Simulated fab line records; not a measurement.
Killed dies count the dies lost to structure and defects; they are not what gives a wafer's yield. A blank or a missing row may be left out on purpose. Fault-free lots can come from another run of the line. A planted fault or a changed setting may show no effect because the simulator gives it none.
A struck lot beside a sound one :: flow sky130 :: 15 out of 708 route steps
Sound: wafers L809.1, L809.2, L809.5. The struck wafers were L829.2, L829.3, L829.5. The cause is named last.
Each step with rows lists, per side, the tool, then ch with its chambers, then its first start. Under that, the readings that differ: sound wafers :: struck wafers :: difference of the means :: sigmas: that difference in standard deviations of wafers without a fault.
alike: words and numbers the same on both sides, and readings whose means are apart by under 2 such deviations; not compared: readings that were withheld, readings missing a value for some wafer, numbers with overlapping values and no deviation given by the record, and bounds like >300 which may hide the same value.
Wherever a step has rows on one side only, a row that says differs or no value, or a row with sigmas, the two part there. Numbers that don't overlap but have no deviation are shown without sigmas and don't part them. Lack of a reading on every wafer of one side parts them only where that side has two or more wafers.

SKY_LDD_HVN_OVL_MEAS_07:
  sound: overlay-02 at day 21 02:05; struck: overlay-02 at day 28 05:08
  alike: LDD_HVN_OVL
next, for these wafers, 1 step has no rows: SKY_LDD_HVN_IMPLANT_08.
SKY_LDD_HVN_STRIP_09: strips in O2/N2.
  sound on plasmaAsher-03 ch 0,1, day 21 02:16; struck on plasmaAsher-04 ch 0,1, day 28 05:19
reading: drypumpMotorCurrentA (A)
sound: 6.7 6.7 6.7
struck: 6.1 5.4 5.4
difference: -1.1
sigmas: -2
  alike: oesProductAu, stripTimeToEndpointS
  not compared: rfHoursCounterH
SKY_LDD_HVN_TW_MEAS_10:
  sound: filmMetro-02 at day 21 02:22; struck: filmMetro-02 at day 28 05:26
reading: LDD_HVN_TW
sound: 1427 1421 1423
struck: 1401 1407 1407
difference: -19
sigmas: -2
then, 7 steps without rows for these wafers: SKY_LDD_HVP_DEHYDRATE_00 (time 60 s); SKY_LDD_HVP_HMDS_01 (prime time 60 s); SKY_LDD_HVP_COAT_02 (resist thk 300 nm); SKY_LDD_HVP_SOFTBAKE_03 (time 60 s); SKY_LDD_HVP_EXPOSE_04 (exposes mask HVPTM, target cd 700 nm); SKY_LDD_HVP_PEB_05; SKY_LDD_HVP_DEVELOP_06 (develop time 60 s).
SKY_LDD_HVP_OVL_MEAS_07:
  sound: overlay-01 at day 22 08:55; struck: overlay-01 at day 29 10:01
  alike: LDD_HVP_OVL
SKY_LDD_HVP_IMPLANT_08:
  sound on implanter-04 ch 0, day 22 08:57; struck on implanter-01 ch 0, day 29 10:04
reading: beamEnergyKeV
sound: 19.998 19.994 19.999
struck: 23.458 23.459 23.452
difference: +3.459
sigmas: +99 or more

reading: model.implant.rpNm (nm)
sound: 63.62 63.62 63.62
struck: 75.02 75.02 75.02
difference: +11.40
sigmas: 

reading: model.implant.drpNm (nm)
sound: 28.53 28.53 28.53
struck: 33.31 33.31 33.31
difference: +4.78
sigmas: 
SKY_LDD_HVP_STRIP_09: strips in O2/N2.
  sound on plasmaAsher-01 ch 0,1, day 22 09:06; struck on plasmaAsher-01 ch 0,1, day 29 10:11
  alike: drypumpMotorCurrentA, oesProductAu, stripTimeToEndpointS
  not compared: rfHoursCounterH
-- here the record skips 21 days between the struck wafers' starts before and after, leaving off in module LDD_HVP and picking up in module PAD_OPEN (first step shown: number 708 of the route) --
SKY_PAD_OPEN_PROBE_99:
  sound: prober-02 at day 45 20:04; struck: prober-02 at day 50 12:41
reading: model.etest.tip_p_5v.rsOhmSq
sound: 2865 2867 2860
struck: 2804 2815 2814
difference: -53
sigmas: 
  alike: killed_at_M0_to_M3, killed_at_M4_up, killedAtContacts, killedAtFrontEnd, killedAtOther, killedDies, killedOpen, killedShort

== WHERE THEY PART ==
Earliest at SKY_LDD_HVN_STRIP_09; latest, in this record, at SKY_LDD_HVP_IMPLANT_08. Later steps at which nothing parts them and some readings are alike: SKY_LDD_HVP_STRIP_09, SKY_PAD_OPEN_PROBE_99.

WHY: what the simulator had put in
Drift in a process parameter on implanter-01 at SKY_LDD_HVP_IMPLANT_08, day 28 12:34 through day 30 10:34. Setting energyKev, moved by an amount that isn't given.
